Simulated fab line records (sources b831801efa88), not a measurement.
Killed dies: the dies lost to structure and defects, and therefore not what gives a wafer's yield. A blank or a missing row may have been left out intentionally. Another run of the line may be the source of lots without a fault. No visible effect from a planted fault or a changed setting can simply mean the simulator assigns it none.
What tool caused it?	flow sky130	route of 708 steps, sampled at 1 step: 6 lots, 18 wafers

WHAT THE GAUGES SHOWED, per wafer
SKY_FIELD_ISO_THK_MEAS_25.
lot	measured	on	FIELD_ISO_CVD_24_THK (nm)
L615	day 2 22:45	film_metro-03	595 595 595
L617	day 3 06:23	film_metro-04	589 587 586
L619	day 3 21:41	film_metro-02	597 600 594
L625	day 5 00:36	film_metro-04	590 583 593
L627	day 5 09:59	film_metro-04	597 595 596
L634	day 6 22:47	film_metro-04	607 603 599

WHAT TOOL EACH LOT RAN ON (gives the tool, then ch and the chambers of the sampled wafers, and finally the start)
There is no process step in the record ahead of these readings.

THE ANSWER, worked out from the rows above alone
Rule: the usual values come from the lots themselves. The widest of any qualifying gaps counts: lots, ordered by their means at a reading, are off when they make up no more than a third of the lots, leave a main group of 4 or more, and stand apart from it by 3 or more times the standard deviation of that group's means. A main group is skipped when, at the precision printed for the reading in the tables above, its means are all equal. A lot without any number at a reading at which 4 lots or more have one is off too. The other lots that the step has rows for count as sound.
No lot is off on any of the readings shown, so nothing can be concluded from this.

WHAT WAS PUT IN BY THE SIMULATOR
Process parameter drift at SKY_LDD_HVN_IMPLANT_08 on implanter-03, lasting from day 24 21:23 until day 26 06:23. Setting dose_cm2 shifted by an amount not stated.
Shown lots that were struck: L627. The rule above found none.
